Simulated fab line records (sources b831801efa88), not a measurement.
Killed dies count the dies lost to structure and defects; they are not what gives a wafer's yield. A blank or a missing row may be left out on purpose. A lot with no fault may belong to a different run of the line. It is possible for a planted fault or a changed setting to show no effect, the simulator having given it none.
Chamber matching	flow sky130	SKY_LI_CONTACT_CMP_02 on cmp-02 has 4 sister chambers
The step polishes PSG. 22 wafers are shown with their chamber, then 11 later ones without.

## EACH WAFER AND ITS CHAMBER
wafer	chamber	motor_current_A (A)	time_to_endpoint_s (s)
L155.2	0	10.1	37
L155.3	1	10.0	33
L155.5	2	12.8	30
L158.1	0	10.2	41
L158.2	3	15.6	32
L158.3	2	12.1	30
L159.1	0	10.6	40
L159.3	3	16.0	39
L159.6	1	9.5	41
L168.4	0	10.7	37
L168.5	1	9.7	42
L168.6	0	10.5	41
L170.2	1	9.9	40
L170.4	2	12.6	34
L170.5	1	9.5	40
L171.1	0	10.7	41
L171.2	1	10.1	38
L171.6	3	15.2	39
L173.2	0	10.2	40
L173.3	2	12.3	34
L173.4	3	15.8	36
L176.2	3	15.1	37

SIGNATURES (means of the wafers above)
reading	chamber 0	chamber 1	chamber 2	chamber 3	scatter within a chamber
motor_current_A	10.429	9.783	12.450	15.540	0.299
time_to_endpoint_s	39.57	39.00	32.00	36.60	2.59
Rule: for a wafer and a chamber, the distance is found by dividing, reading by reading, the gap between the wafer's reading and the chamber's mean by the reading's scatter, squaring, summing and taking the root. If the next closest chamber is less than 2 further off than the closest, the wafer can't be placed; otherwise it belongs to the closest. The scatter: the root of (the sum of the squares of (reading less its chamber's mean) over the shown wafers, divided by (wafers less chambers)).

## WAFERS WITH NO CHAMBER GIVEN
wafer	motor_current_A (A)	time_to_endpoint_s (s)
L176.5	12.9	31
L176.6	15.5	35
L177.1	15.3	40
L177.3	9.7	39
L177.5	12.5	31
L175.1	10.1	37
L175.4	9.0	39
L175.5	9.6	39
L178.2	10.4	41
L178.3	15.4	39
L178.5	10.9	37

## THE CHAMBER EACH PASSED THROUGH
wafer	from the rows above	in truth
L176.5	2	2
L176.6	3	3
L177.1	3	3
L177.3	1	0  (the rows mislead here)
L177.5	2	2
L175.1	can't be placed: 1 or 0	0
L175.4	1	1
L175.5	1	1
L178.2	can't be placed: 0 or 1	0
L178.3	3	3
L178.5	can't be placed: 0 or 1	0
Correct placement for 7 of the 11. These rows do not allow placing 3 (true chamber among the candidates in 3). Placed wrongly: 1.
